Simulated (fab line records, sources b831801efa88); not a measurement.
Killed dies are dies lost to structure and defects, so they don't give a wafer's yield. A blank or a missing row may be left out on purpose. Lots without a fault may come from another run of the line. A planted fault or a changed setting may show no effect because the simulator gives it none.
fab line records | flow sky130
record lots=6 wafers=18 last_day=49
route steps=708 shown VIA3@591 METAL4@598 CAP2M@603 PAD_OPEN@708
lots that met no fault: from a run of the same line without faults
start_h: hours from the record's first day to the start of the lot's first wafer shown | wait_h: hours since the lot's step before | " the same as in the row above | L1.1+2: a row that stands for several wafers | - no value, or no start given | * or withheld: withheld | < > ~ a bound
route shown NAME@n: a module of which the file shows steps, and the number in the route of the first | usual: mean/standard deviation of fault-free wafers | same: alike in all rows | chamber/n: place in a boat | sites: the reading at each site | _std_site: their standard deviation | _edge_site: outer sites' mean less inner sites' | radius_mm: how far each site lies from the wafer's centre | mask NAME#n: copy n | behind: the tool/chamber that last shaped the wafer | hold: why the lot was held/for how many hours/how that ended | device: the transistor (n, p or np) that didn't switch | end of line: the same wafers' tests at the end of the route | a step without rows: its recipe alone | killed: dies lost to structure and defects at the first sort, not the wafer's yield | map: a wafer's dies, x killed, . not, _ none there
set.NAME: the setting as run; set.NAME@STEP: as run at that earlier step | model.NAME: the simulator's own value behind a step, which no gauge read
lots at some steps of the route; a table a step, a row a wafer
services: from which hour (start_h, from the record's first day; less than 0 if before it) a tool's chamber was out of use, for how many hours, and why
## steps
# step SKY_VIA3_CLEAN_18
# recipe chemistry=IPA time_s=180 temp_c=25
# step SKY_VIA3_CLEAN_19
# recipe chemistry=O3/DIW dry=n2_spin
# step SKY_VIA3_SPUTTER_20
# recipe material=TiN target_thk_nm=20 chamber_pressure_pa=5 power_w=4057 time_s=80
# step SKY_VIA3_CVD_21
# recipe material=W target_thk_nm=390 time_s=117.31 temp_c=400 pressure_torr=40
# usual heater_power_w=867/54
# columns lot.wafer tool chamber start_h wait_h heater_power_w
L723.1 cvd_w-02 1 925.70 0.0 843
L723.4 " 0 " " 823
L723.5 " 1 " " 856
L724.1 cvd_w-01 1 937.43 0.0 825
L724.4 " 0 " " 943
L724.5 " 1 " " 829
L727.2 cvd_w-01 1 963.34 0.0 810
L727.4 " 1 " " 810
L727.6 " 0 " " 926
L731.1 cvd_w-01 1 989.80 0.0 826
L731.2 " 0 " " 932
L731.3 " 1 " " 830
L740.2 cvd_w-01 1 1046.95 0.0 839
L740.4 " 1 " " 831
L740.6 " 0 " " 924
L742.1 cvd_w-02 1 1058.80 0.0 854
L742.2 " 1 " " 837
L742.4 " 1 " " 833
# step SKY_VIA3_RS_MEAS_22
# recipe thk_meas_gauge=four-point-probe reads=W_of_VIA3_CVD_21+TiN_of_VIA3_SPUTTER_20
# usual VIA3_W_RS=0.292/0.0036
# columns lot.wafer tool chamber start_h wait_h VIA3_W_RS[ohm/sq]
L723.1 film_metro-02 - 925.82 0.1 0.290
L723.4 " - " " 0.292
L723.5 " - " " 0.290
L724.1 film_metro-02 - 937.55 0.1 0.293
L724.4 " - " " 0.294
L724.5 " - " " 0.296
L727.2 film_metro-04 - 963.48 0.1 0.292
L727.4 " - " " 0.293
L727.6 " - " " 0.294
L731.1 film_metro-02 - 989.92 0.1 0.294
L731.2 " - " " 0.292
L731.3 " - " " 0.293
L740.2 film_metro-02 - 1047.09 0.1 0.298
L740.4 " - " " 0.296
L740.6 " - " " 0.292
L742.1 film_metro-02 - 1059.04 0.2 0.288
L742.2 " - " " 0.289
L742.4 " - " " 0.286
# step SKY_VIA3_THK_MEAS_23
# recipe thk_meas_gauge=xrf reads=W_of_VIA3_CVD_21
# usual VIA3_W_THK=389/5.9
# columns lot.wafer tool chamber start_h wait_h VIA3_W_THK[nm]
L723.1 film_metro-02 - 925.94 0.1 394
L723.4 " - " " 389
L723.5 " - " " 392
L724.1 film_metro-02 - 937.67 0.1 385
L724.4 " - " " 386
L724.5 " - " " 385
L727.2 film_metro-04 - 963.59 0.1 392
L727.4 " - " " 387
L727.6 " - " " 384
L731.1 film_metro-02 - 990.04 0.1 389
L731.2 " - " " 393
L731.3 " - " " 390
L740.2 film_metro-02 - 1047.20 0.1 377
L740.4 " - " " 378
L740.6 " - " " 385
L742.1 film_metro-02 - 1059.16 0.1 397
L742.2 " - " " 395
L742.4 " - " " 400
# step SKY_VIA3_CMP_24
# recipe stop_on=SiO2 t_overpolish_s=20 down_force_psi=3.5 platen_rpm=60 target_thk_nm=0 pad_velocity_m_s=0.94248
# usual motor_current_A=10.4/1.3 overpolish_run_s=20.000/0.0086 time_to_endpoint_s=95/4.1
# columns lot.wafer tool chamber start_h wait_h motor_current_A overpolish_run_s time_to_endpoint_s
L723.4 cmp-02 0 926.00 0.0 11.3 20.010 99
L723.1 " 2 " " 9.9 20.015 104
L723.5 " 0 " " 11.0 19.991 107
L724.1 cmp-02 3 937.73 0.1 12.5 20.005 95
L724.4 " 1 " " 11.1 19.992 93
L724.5 " 3 " " 12.6 19.993 94
L727.2 cmp-01 2 963.64 0.0 9.1 19.995 97
L727.4 " 1 " " 9.5 19.985 91
L727.6 " 3 " " 9.5 20.000 91
L731.3 cmp-01 1 990.10 0.0 9.4 19.992 94
L731.2 " 2 " " 8.3 20.009 95
L731.1 " 3 " " 9.4 20.000 91
L740.4 cmp-02 1 1047.25 0.0 10.9 20.017 94
L740.2 " 0 " " 11.3 19.998 97
L740.6 " 1 " " 12.0 19.991 95
L742.1 cmp-02 0 1059.22 0.1 11.0 20.009 99
L742.4 " 2 " " 9.8 19.994 98
L742.2 " 3 " " 11.6 19.998 96
# step SKY_METAL4_SPUTTER_00
# recipe material=Ti target_thk_nm=15 power_w=3000 time_s=10 chamber_pressure_pa=0.4
# step SKY_METAL4_SPUTTER_01
# recipe material=TiN target_thk_nm=20 power_w=6500 time_s=16.7 chamber_pressure_pa=0.4
# step SKY_METAL4_SPUTTER_02
# recipe material=AlCu target_thk_nm=735 power_w=10600 time_s=39.1 chamber_pressure_pa=0.4
# usual chamber_pressure_pa=0.4000/0.00077 throttle_valve_pct=29.8/1.2
# columns lot.wafer tool chamber start_h wait_h chamber_pressure_pa throttle_valve_pct
L723.1 pvd_sputter-04 - 926.35 0.0 0.4001 30.7
L723.4 " - " " 0.3993 28.1
L723.5 " - " " 0.3993 30.0
L724.1 pvd_sputter-04 - 938.08 0.0 0.4002 31.0
L724.4 " - " " 0.4009 30.0
L724.5 " - " " 0.3996 27.8
L727.2 pvd_sputter-04 - 963.99 0.0 0.4006 27.8
L727.4 " - " " 0.4005 30.3
L727.6 " - " " 0.3995 30.2
L731.1 pvd_sputter-02 - 990.45 0.0 0.4002 29.8
L731.2 " - " " 0.4012 29.9
L731.3 " - " " 0.4004 30.7
L740.2 pvd_sputter-04 - 1047.60 0.0 0.4007 30.3
L740.4 " - " " 0.3991 29.9
L740.6 " - " " 0.4003 30.2
L742.1 pvd_sputter-04 - 1059.57 0.0 0.4003 30.9
L742.2 " - " " 0.3990 27.7
L742.4 " - " " 0.4006 30.3
# step SKY_METAL4_SPUTTER_03
# recipe material=Ti target_thk_nm=5 power_w=3000 time_s=3.3 chamber_pressure_pa=0.4
# step SKY_METAL4_SPUTTER_04
# recipe material=TiN target_thk_nm=70 power_w=6500 time_s=58.3 chamber_pressure_pa=0.4
# usual chamber_pressure_pa=0.4001/0.00082 throttle_valve_pct=29.7/1.2
# columns lot.wafer tool chamber start_h wait_h chamber_pressure_pa throttle_valve_pct
L723.1 pvd_sputter-04 - 926.40 0.0 0.4007 30.6
L723.4 " - " " 0.4008 27.9
L723.5 " - " " 0.3992 29.8
L724.1 pvd_sputter-04 - 938.14 0.0 0.4009 30.7
L724.4 " - " " 0.4000 30.0
L724.5 " - " " 0.4003 27.8
L727.2 pvd_sputter-04 - 964.04 0.0 0.3997 27.7
L727.4 " - " " 0.4007 30.5
L727.6 " - " " 0.4004 30.1
L731.1 pvd_sputter-02 - 990.50 0.0 0.3995 29.5
L731.2 " - " " 0.3990 30.0
L731.3 " - " " 0.3999 30.6
L740.2 pvd_sputter-04 - 1047.66 0.0 0.4003 30.5
L740.4 " - " " 0.3995 30.2
L740.6 " - " " 0.4008 30.0
L742.1 pvd_sputter-04 - 1059.63 0.0 0.4000 30.9
L742.2 " - " " 0.4004 27.7
L742.4 " - " " 0.4005 30.6
# step SKY_CAP2M_CVD_00
# recipe material=SiO2 target_thk_nm=15.5 temp_c=400 time_s=withheld rf_w=450
# usual heater_power_w=733/100
# columns lot.wafer tool chamber start_h wait_h heater_power_w
L723.1 pecvd-01 2 926.45 0.0 810
L723.4 " 2 " " 795
L723.5 " 0 " " 591
L724.1 pecvd-02 0 938.19 0.0 556
L724.4 " 2 " " 804
L724.5 " 0 " " 573
L727.2 pecvd-01 0 964.09 0.0 583
L727.4 " 0 " " 591
L727.6 " 1 " " 754
L731.1 pecvd-03 1 990.55 0.0 820
L731.2 " 2 " " 937
L731.3 " 0 " " 671
L740.2 pecvd-02 1 1047.71 0.0 768
L740.4 " 2 " " 759
L740.6 " 0 " " 659
L742.1 pecvd-02 0 1059.68 0.0 617
L742.2 " 2 " " 836
L742.4 " 2 " " 826
# step SKY_CAP2M_THK_MEAS_01
# recipe reads=SiO2_of_CAP2M_CVD_00
# usual CAP2M_CVD_00_THK=15.55/0.21
# columns lot.wafer tool chamber start_h wait_h CAP2M_CVD_00_THK[nm]
L723.1 film_metro-04 - 926.47 - 15.28
L723.4 " - " " 15.64
L723.5 " - " " 15.88
L724.1 film_metro-03 - 938.21 - 15.59
L724.4 " - " " 15.73
L724.5 " - " " 15.66
L727.2 film_metro-02 - 964.12 - 15.41
L727.4 " - " " 15.60
L727.6 " - " " 15.28
L731.1 film_metro-04 - 990.58 - 15.41
L731.2 " - " " 15.48
L731.3 " - " " 15.56
L740.2 film_metro-04 - 1047.74 - 15.30
L740.4 " - " " 15.67
L740.6 " - " " 16.03
L742.1 film_metro-02 - 1059.70 - 15.65
L742.2 " - " " 15.37
L742.4 " - " " 15.24
# step SKY_CAP2M_SPUTTER_02
# recipe material=TiN target_thk_nm=200 temp_c=300 power_w=6500 time_s=166.7 chamber_pressure_pa=0.4
# step SKY_CAP2M_RS_MEAS_03
# recipe thk_meas_gauge=four-point-probe reads=TiN_of_CAP2M_SPUTTER_02
# usual CAP2M_TIN_RS=6.89/0.07
# columns lot.wafer tool chamber start_h wait_h CAP2M_TIN_RS[ohm/sq]
L723.1 film_metro-02 - 926.64 0.1 6.82
L723.4 " - " " 6.87
L723.5 " - " " 6.93
L724.1 film_metro-02 - 938.38 0.1 6.92
L724.4 " - " " 6.86
L724.5 " - " " 6.94
L727.2 film_metro-03 - 964.30 0.1 6.93
L727.4 " - " " 6.96
L727.6 " - " " 6.92
L731.1 film_metro-03 - 990.74 0.1 6.88
L731.2 " - " " 6.98
L731.3 " - " " 6.84
L740.2 film_metro-03 - 1047.92 0.1 6.82
L740.4 " - " " 6.89
L740.6 " - " " 6.88
L742.1 film_metro-03 - 1059.87 0.1 6.81
L742.2 " - " " 6.96
L742.4 " - " " 6.92
# step SKY_CAP2M_THK_MEAS_04
# recipe thk_meas_gauge=xrf reads=TiN_of_CAP2M_SPUTTER_02
# usual CAP2M_TIN_THK=200.1/2
# columns lot.wafer tool chamber start_h wait_h CAP2M_TIN_THK[nm]
L723.1 film_metro-02 - 926.76 0.1 202.1
L723.4 " - " " 201.9
L723.5 " - " " 199.7
L724.1 film_metro-02 - 938.50 0.1 199.2
L724.4 " - " " 200.8
L724.5 " - " " 198.1
L727.2 film_metro-03 - 964.41 0.1 199.1
L727.4 " - " " 197.7
L727.6 " - " " 199.3
L731.1 film_metro-03 - 990.86 0.1 199.0
L731.2 " - " " 197.6
L731.3 " - " " 202.0
L740.2 film_metro-03 - 1048.03 0.1 202.0
L740.4 " - " " 199.6
L740.6 " - " " 199.7
L742.1 film_metro-03 - 1059.99 0.1 202.9
L742.2 " - " " 198.9
L742.4 " - " " 199.5
# step SKY_CAP2M_DEHYDRATE_05
# recipe temp_c=200 time_s=60
# step SKY_CAP2M_HMDS_06
# recipe prime_time_s=60 prime_temp_c=120
# step SKY_CAP2M_COAT_07
# recipe resist=NOVOLAK spin_rpm=3000 resist_thk_nm=1140
# step SKY_CAP2M_SOFTBAKE_08
# recipe temp_c=90 time_s=60 resist=NOVOLAK
# step SKY_CAP2M_EXPOSE_09
# recipe mask_id=CAP2M na=0.6 source_shape=conventional sigma_outer=0.6 polarization=unpolarized target_cd_nm=1000 dose_mj=159
# step SKY_CAP2M_PEB_10
# recipe temp_c=withheld time_s=* resist=NOVOLAK
# step SKY_CAP2M_DEVELOP_11
# recipe resist=NOVOLAK developer=TMAH develop_time_s=60 dev_temp_c=23
# step SKY_CAP2M_OVL_MEAS_12
# usual CAP2M_OVL=0.5/1.2
# columns lot.wafer tool chamber start_h wait_h CAP2M_OVL[nm]
L723.1 overlay-02 - 951.34 0.1 1.0
L723.4 " - " " 1.9
L723.5 " - " " 0.4
L724.1 overlay-02 - 962.19 0.1 -1.0
L724.4 " - " " 1.2
L724.5 " - " " -0.3
L727.2 overlay-02 - 987.85 0.1 -0.9
L727.4 " - " " 2.0
L727.6 " - " " -0.6
L731.1 overlay-02 - 1013.94 0.1 0.9
L731.2 " - " " 2.9
L731.3 " - " " 1.5
L740.2 overlay-01 - 1068.94 0.1 1.3
L740.4 " - " " 0.5
L740.6 " - " " 1.8
L742.1 overlay-01 - 1081.44 0.1 0.8
L742.2 " - " " -0.1
L742.4 " - " " 0.1
# step SKY_CAP2M_METAL_ETCH_13
# recipe target_depth_nm=220 stop_on=SiO2 chemistry=Cl2/BCl3 target=TiN pressure_mtorr=10 icp_w=900 bias_w=48.5 Cl2_flow_sccm=60 bcl3_flow_sccm=30 time_s=61.56
# step SKY_CAP2M_STRIP_14
# recipe chemistry=O2/N2 power_w=1400 pressure_mtorr=1500 platen_temp_c=withheld o2_flow_sccm=3000 n2_flow_sccm=300 overash_fraction=0.5
# usual drypump_motor_current_A=6.1/0.49 n2_flow_sccm=299.9/0.99 oes_product_au=0.710/0.0043 strip_time_to_endpoint_s=12.69/0.042
# columns lot.wafer tool chamber start_h wait_h drypump_motor_current_A n2_flow_sccm oes_product_au rf_hours_counter_h strip_time_to_endpoint_s
L723.1 plasma_asher-03 1 951.53 0.1 6.4 301.0 0.712 53 12.70
L723.4 " 0 " " 6.4 300.3 0.709 - 12.72
L723.5 " 0 " " 6.4 299.2 0.713 - 12.71
L724.1 plasma_asher-03 0 962.31 0.1 6.4 301.0 0.712 54 12.61
L724.4 " 1 " " 6.4 299.4 0.715 - 12.62
L724.5 " 1 " " 6.4 299.9 0.704 - 12.68
L727.2 plasma_asher-03 0 987.96 0.1 6.4 299.0 0.713 57 12.72
L727.4 " 0 " " 6.4 300.0 0.713 - 12.70
L727.6 " 1 " " 6.4 299.4 0.716 - 12.68
L731.1 plasma_asher-04 0 1014.06 0.1 5.4 299.7 0.703 23 12.76
L731.2 " 1 " " 6.7 299.7 0.707 23 12.75
L731.3 " 0 " " 5.4 301.4 0.719 - 12.74
L740.2 plasma_asher-04 1 1069.04 0.1 6.7 298.3 0.706 29 12.75
L740.4 " 0 " " 5.4 299.3 0.707 - 12.74
L740.6 " 0 " " 5.4 299.9 0.709 - 12.72
L742.1 plasma_asher-04 1 1081.55 0.1 6.7 301.3 0.703 30 12.65
L742.2 " 0 " " 5.3 299.1 0.708 30 12.70
L742.4 " 0 " " 5.4 300.6 0.711 - 12.60
# step SKY_CAP2M_STRIP_15
# recipe chemistry=post_etch_residue_remover time_s=1200 temp_c=72.5
# step SKY_CAP2M_CLEAN_16
# recipe chemistry=IPA time_s=180 temp_c=25
# step SKY_CAP2M_CLEAN_17
# recipe chemistry=O3/DIW dry=n2_spin
# step SKY_METAL4_DEHYDRATE_05
# recipe temp_c=200 time_s=60
# step SKY_METAL4_HMDS_06
# recipe prime_time_s=60 prime_temp_c=120
# step SKY_METAL4_COAT_07
# recipe resist=BARC temp_c=withheld time_s=withheld spin_rpm=3000 resist_thk_nm=60
# step SKY_METAL4_COAT_08
# recipe resist=KrF-thick spin_rpm=3000 resist_thk_nm=1140
# step SKY_METAL4_SOFTBAKE_09
# recipe temp_c=100 time_s=90 resist=KrF-thick
# step SKY_METAL4_EXPOSE_10
# recipe mask_id=MM4 na=0.68 source_shape=annular sigma_inner=0.4 sigma_outer=0.8 target_cd_nm=300 dose_mj=28
# step SKY_METAL4_PEB_11
# recipe peb_temp_c=withheld peb_time_s=withheld resist=KrF-thick
# step SKY_METAL4_DEVELOP_12
# recipe develop_time_s=60 resist=KrF-thick dev_temp_c=21
# step SKY_METAL4_CD_MEAS_13
# recipe target_cd_nm=300
# usual cd_nm=300.2/1.5
# columns lot.wafer tool chamber start_h wait_h cd_nm
L723.1 cd_sem-02 - 975.94 - 299.1
L723.4 " - " " 299.9
L723.5 " - " " 299.8
L724.1 cd_sem-01 - 986.39 - 301.5
L724.4 " - " " 301.7
L724.5 " - " " 302.1
L727.2 cd_sem-01 - 1011.40 - 300.7
L727.4 " - " " 301.8
L727.6 " - " " 301.1
L731.1 cd_sem-02 - 1037.04 - 300.3
L731.2 " - " " 300.1
L731.3 " - " " 299.9
L740.2 cd_sem-02 - 1090.45 - 299.1
L740.4 " - " " 298.2
L740.6 " - " " 300.3
L742.1 cd_sem-01 - 1102.53 - 299.9
L742.2 " - " " 300.6
L742.4 " - " " 299.9
# step SKY_METAL4_OVL_MEAS_14
# usual METAL4_OVL=-2/5.2
# columns lot.wafer tool chamber start_h wait_h METAL4_OVL[nm]
L723.1 overlay-02 - 976.06 0.1 3
L723.4 " - " " 5
L723.5 " - " " 8
L724.1 overlay-01 - 986.51 0.1 -4
L724.4 " - " " -9
L724.5 " - " " -1
L727.2 overlay-01 - 1011.51 0.1 2
L727.4 " - " " 5
L727.6 " - " " 4
L731.1 overlay-01 - 1037.16 0.1 -3
L731.2 " - " " 6
L731.3 " - " " -4
L740.2 overlay-02 - 1090.56 0.1 -1
L740.4 " - " " 8
L740.6 " - " " 4
L742.1 overlay-01 - 1102.65 0.1 -3
L742.2 " - " " -7
L742.4 " - " " 2
# step SKY_METAL4_DESCUM_15
# recipe chemistry=O2 source_power_w=150 bias_power_w=0 pressure_mtorr=10 temp_c=40 time_s=8
# step SKY_METAL4_ETCH_16
# recipe chemistry=N2/H2 target=BARC ion_energy_ev=200 bias_w=100 pressure_mtorr=30 n2_flow_sccm=100 h2_flow_sccm=200 icp_w=500 stop_on=SiO2 time_s=88.2 target_depth_a=600
# step SKY_PAD_OPEN_PROBE_99
# usual defect_limited_yield=82.1/1.9 killed_at_M0_to_M3=45/6.8 killed_at_M4_up=3.0/1.7 killed_at_contacts=25/5.7 killed_at_front_end=15/4.6 killed_at_other=0.3/0.66 killed_dies=88/9.5 killed_on_rim=17/3.6 killed_open=48/7.3 killed_short=39/6.5 sort_bin_3_pad_short=0.9/0.47 sort_bin_5_function=10.6/1.5 sort_bin_6_memory=6.4/1.2 sort_n_pass=404/9.5 sort_yield_pct=82.1/1.9
# same gross_dies=492 killed_at_back_side=0 sort_bin_4_leakage[%]=0 sort_bin_8_speed[%]=0
# columns lot.wafer tool chamber start_h wait_h defect_limited_yield[%] killed_at_M0_to_M3 killed_at_M4_up killed_at_contacts killed_at_front_end killed_at_other killed_dies killed_on_rim killed_open killed_short sort_bin_3_pad_short[%] sort_bin_5_function[%] sort_bin_6_memory[%] sort_n_pass sort_yield_pct[%]
L724.1 prober-02 - 1081.84 0.1 79.9 56 4 32 7 0 99 11 57 42 0.6 12.6 6.9 393 79.9
L724.4 prober-02 - 1081.99 0.2 80.9 53 1 24 16 0 94 18 59 35 0.8 12.2 6.1 398 80.9
L724.5 prober-02 - 1082.04 0.2 81.7 45 2 24 19 0 90 16 44 46 1.4 11.4 5.5 402 81.7
L731.1 prober-02 - 1126.40 0.1 82.7 39 4 23 18 1 85 15 48 37 0.6 9.1 7.5 407 82.7
L731.2 prober-02 - 1126.45 0.1 81.3 58 0 19 15 0 92 18 51 38 1.4 10.8 6.5 400 81.3
L731.3 prober-02 - 1126.50 0.2 82.5 39 2 23 22 0 86 16 49 37 0.8 10.6 6.1 406 82.5
L740.2 prober-01 - 1172.75 0.1 83.1 46 7 19 11 0 83 13 30 53 1.0 9.8 6.1 409 83.1
L740.4 prober-01 - 1172.85 0.2 83.1 37 2 27 16 1 83 19 45 38 0.8 11.2 4.9 409 83.1
L740.6 prober-01 - 1172.95 0.2 80.3 45 2 25 7 18 97 32 46 33 1.8 12.4 5.5 395 80.3
L742.1 prober-01 - 1181.65 0.1 79.3 39 2 26 19 16 102 24 55 31 1.2 11.6 7.9 390 79.3
# killed by level:class
L724.1 VIA1:geometric_particle:open=20 CONTACT:geometric_particle:open=12 VIA1:geometric_particle:short=11 LI_CONTACT:geometric_particle:open=9 VIA2:geometric_particle:open=7 LOCAL_INTERCONNECT:geometric_particle:short=5 CONTACT:geometric_particle:short=5 METAL1:geometric_particle:short=5
L724.4 VIA1:geometric_particle:open=14 LI_CONTACT:geometric_particle:open=11 VIA2:geometric_particle:open=9 METAL2:geometric_particle:short=8 VIA3:geometric_particle:open=7 CONTACT:geometric_particle:open=6 METAL1:geometric_particle:short=5 LOCAL_INTERCONNECT:geometric_particle:short=4
L724.5 VIA1:geometric_particle:open=11 CONTACT:geometric_particle:open=10 FIELD_ISO:geometric_particle:short=7 METAL2:geometric_particle:short=6 LI_CONTACT:geometric_particle:open=6 VIA2:geometric_particle:short=6 VIA2:geometric_particle:open=6 LI_CONTACT:geometric_particle:short=5
L731.1 CONTACT:geometric_particle:open=9 VIA2:geometric_particle:open=7 FIELD_ISO:geometric_particle:short=6 LI_CONTACT:geometric_particle:open=6 VIA1:geometric_particle:open=6 VIA1:geometric_particle:short=6 FIELD_ISO:geometric_particle:open=5 POLY_GATE:geometric_particle:open=5
L731.2 VIA2:geometric_particle:open=12 VIA1:geometric_particle:open=10 METAL2:geometric_particle:short=8 CONTACT:geometric_particle:open=8 VIA3:geometric_particle:open=7 VIA1:geometric_particle:short=6 FIELD_ISO:geometric_particle:short=5 LI_CONTACT:geometric_particle:open=5
L731.3 CONTACT:geometric_particle:open=10 FIELD_ISO:geometric_particle:open=7 POLY_GATE:geometric_particle:open=7 VIA3:geometric_particle:open=7 VIA1:geometric_particle:open=6 METAL2:geometric_particle:short=6 FIELD_ISO:geometric_particle:short=5 CONTACT:geometric_particle:short=5
L740.2 METAL1:geometric_particle:short=7 METAL4:geometric_particle:short=7 VIA1:geometric_particle:short=7 VIA3:geometric_particle:open=7 CONTACT:geometric_particle:short=6 METAL2:geometric_particle:short=6 VIA3:geometric_particle:short=5 CONTACT:geometric_particle:open=5
L740.4 CONTACT:geometric_particle:open=11 LI_CONTACT:geometric_particle:open=7 VIA3:geometric_particle:open=6 VIA3:geometric_particle:short=5 LI_CONTACT:geometric_particle:short=5 METAL1:geometric_particle:short=5 VIA1:geometric_particle:open=5 VIA2:geometric_particle:open=5
L740.6 CAP2M:unspecified=18 VIA2:geometric_particle:open=12 VIA1:geometric_particle:open=11 LI_CONTACT:geometric_particle:open=7 CONTACT:geometric_particle:open=7 VIA1:geometric_particle:short=6 LOCAL_INTERCONNECT:geometric_particle:short=5 VIA3:geometric_particle:open=5
L742.1 CAP2M:unspecified=16 VIA1:geometric_particle:open=11 LI_CONTACT:geometric_particle:open=9 CONTACT:geometric_particle:open=8 FIELD_ISO:geometric_particle:short=6 VIA3:geometric_particle:open=6 VIA2:geometric_particle:open=6 METAL1:geometric_particle:short=5
# map L740.6 (x killed, . not)
__________.xxxx....._________
________.x.x.xx......._______
______....xx...x........_____
_____..........x.....x.xx____
____..........x..x.xx...xx___
___x..x.x......x.......xxxx__
__.........x.x.........x.xxx_
_...x..................x.xxxx
_.x.....x...............x..xx
_.x..xxx.......x....xx....x.x
_..........x.................
_x...........x.x............x
_.......x...x...x........x...
_............x.....xxx....x..
_.x...........x............x.
__....x.....x.........xxx..._
___xx..........x.....x.....__
____x.....x......x........___
_____xx....x.x.x..x....x.____
______.....xx.........x._____
________.............x_______
__________......x.x._________
# map L742.1 (x killed, . not)
__________......x.x._________
________.......x..x..._______
______..xx....x...x.xx.._____
_____..........x.........____
____.....x.x.........x..xx___
___.................x.....x__
__....x..x........xx....xxxx_
_..x......x.x...x..x..x.x.xxx
_.....x...........xxx..x.x.xx
_....................x.....xx
_x..x.......x....x.x......x..
_.......x.........x....xx....
_..................x..xxx....
_.............x........xx....
_...x........x.......xx......
__x...........xxxx..x..xxx.._
___..xx..x.......x..x....x.__
____x.x...x...x.x.........___
_____.x..................____
______.........xx...x.x._____
________.x.x.x...xxxx._______
__________.....x.x.._________
## services
# columns tool chamber start_h hours kind
cvd_w-02 - 904.00 14.0 pm
plasma_asher-04 - 910.85 0.7 repair
cmp-01 - 912.47 4.0 pm
cvd_w-01 - 919.61 1.2 repair
plasma_asher-04 - 926.31 28.1 pm
pecvd-02 0 934.75 2.1 scheduled_down
cmp-02 - 955.26 0.5 repair
cvd_w-01 1 974.28 2.7 repair
cvd_w-01 - 977.76 2.4 repair
cmp-01 - 980.17 2.3 repair
pecvd-01 0 988.28 3.9 repair
plasma_asher-04 - 991.30 8.7 repair
pecvd-02 1 999.38 - clean
pecvd-02 1 999.38 - consumable_replace:showerhead
pecvd-02 - 1006.86 1.7 repair
cmp-01 - 1008.02 2.6 repair
cmp-02 - 1019.93 16.0 pm
pvd_sputter-04 3 1026.92 - consumable_replace:kit
pvd_sputter-04 3 1026.92 18.0 scheduled_down
pvd_sputter-04 3 1026.92 18.0 vent_cycle
cvd_w-02 1 1039.39 17.4 repair
pecvd-03 - 1047.80 0.4 repair
cvd_w-02 0 1048.24 12.3 repair
cmp-02 - 1048.70 2.6 repair
## key
first_sign step=SKY_PAD_OPEN_PROBE_99 reading=killed_at_other direction=up sigmas=17 usual=0.3 struck=17
effect step=SKY_PAD_OPEN_PROBE_99 reading=killed_on_rim direction=up sigmas=3 usual=17 struck=28
met_at SKY_CAP2M_CVD_00
struck_wafers L740.6,L742.1
onset_between 938.19 1047.71
fault kind=chamber_particle_source tool=pecvd-02 chamber=0 onset_h=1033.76 steps=SKY_CAP2M_CVD_00 rate_per_visit_cm2=0.61721 end_h=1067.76
